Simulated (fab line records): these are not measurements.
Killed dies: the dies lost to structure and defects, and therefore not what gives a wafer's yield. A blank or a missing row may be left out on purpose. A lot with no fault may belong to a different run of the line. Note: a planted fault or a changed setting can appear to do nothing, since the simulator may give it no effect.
A struck lot beside a sound one / flow sky130 / 15 out of 708 route steps
Sound: these wafers, L676.1, L676.4, L676.6. Wafers struck: L691.2, L691.3, L691.4. Last of all comes the cause.
Per side, at each step with rows, come the tool, then ch with its chambers, and then its first start. Under that, the readings that differ: sound wafers / struck wafers / difference of the means / sigmas: that difference in standard deviations of wafers without a fault.
alike: same words and numbers on both sides, and readings whose means sit less than 2 such deviations apart. not compared: any withheld reading, any reading some wafer has no value for, any bound like >300 that may hide the same value, and any number with overlapping values for which the record gives no deviation.
Wherever a step has rows on one side only, a row that says differs or no value, or a row with sigmas, the two part there. When numbers do not overlap yet have no deviation, they are printed without sigmas and do not part them. A reading missing from all wafers of one side parts the sides only when that side holds two or more wafers.

first, 2 steps without rows for these wafers: SKY_METAL3_CLEAN_22 (cleans in O3/DIW); SKY_VIA3_HDPCVD_00 (deposits SiO2, target thk 1635 nm, time 272.5 s).
SKY_VIA3_THK_MEAS_01:
  sound: film metro-01 at day 38 18:43; struck: film metro-03 at day 43 06:02
  alike: VIA3_HDPCVD_THK
SKY_VIA3_CMP_02: polishes SiO2.
  sound on cmp-01 ch 1,2, day 38 18:49; struck on cmp-02 ch 0,1,2, day 43 06:05
  alike: motor current A
SKY_VIA3_BOW_MEAS_03:
  sound: film metro-02 at day 38 19:04; struck: film metro-02 at day 43 06:25
  alike: VIA3_BOW
then, 7 steps without rows for these wafers: SKY_VIA3_DEHYDRATE_04 (time 60 s); SKY_VIA3_HMDS_05 (prime time 60 s); SKY_VIA3_COAT_06 (resist thk 60 nm); SKY_VIA3_COAT_07 (resist thk 450 nm); SKY_VIA3_SOFTBAKE_08 (time 90 s); SKY_VIA3_EXPOSE_09 (exposes mask VIM3, target cd 200 nm); SKY_VIA3_PEB_10.
SKY_VIA3_DEVELOP_11: develop time 60 s.
  sound on litho track-04 ch 0, day 39 19:00; struck on litho track-04 ch 0, day 44 05:00
reading=developer temp C (C); sound=21.00 21.10 20.87; struck=20.10 20.13 20.24; difference=-0.83; sigmas=-8
  alike: chill plate temp C, resist line temp C
SKY_VIA3_CD_MEAS_12 targets a cd of 200 nm.
  sound: cd sem-02 at day 39 19:22; struck: cd sem-01 at day 44 05:41
  alike: cd nm
-- the record jumps here: 5 days lie between the struck wafers' starts before and after (it left off in module VIA3 and takes up again in module PAD_OPEN, whose first step shown is number 708 of the route) --
SKY_PAD_OPEN_PROBE_99:
  sound: prober-02 at day 45 19:43; struck: prober-02 at day 49 12:22
  alike: defect limited yield, killed_at_M0_to_M3, killed_at_M4_up, killed at contacts, killed at front end, killed at other, killed dies, killed open, killed short, sort_bin_3_pad_short, sort_bin_5_function, sort_bin_6_memory, sort n pass, sort yield pct

## WHERE THEY PART
Only at SKY_VIA3_DEVELOP_11, within this record. Later steps at which nothing parts them and some readings are alike: SKY_VIA3_CD_MEAS_12, SKY_PAD_OPEN_PROBE_99.

WHY: whatever the simulator had introduced
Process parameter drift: litho track-04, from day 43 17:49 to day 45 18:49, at SKY_VIA3_DEVELOP_11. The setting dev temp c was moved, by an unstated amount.
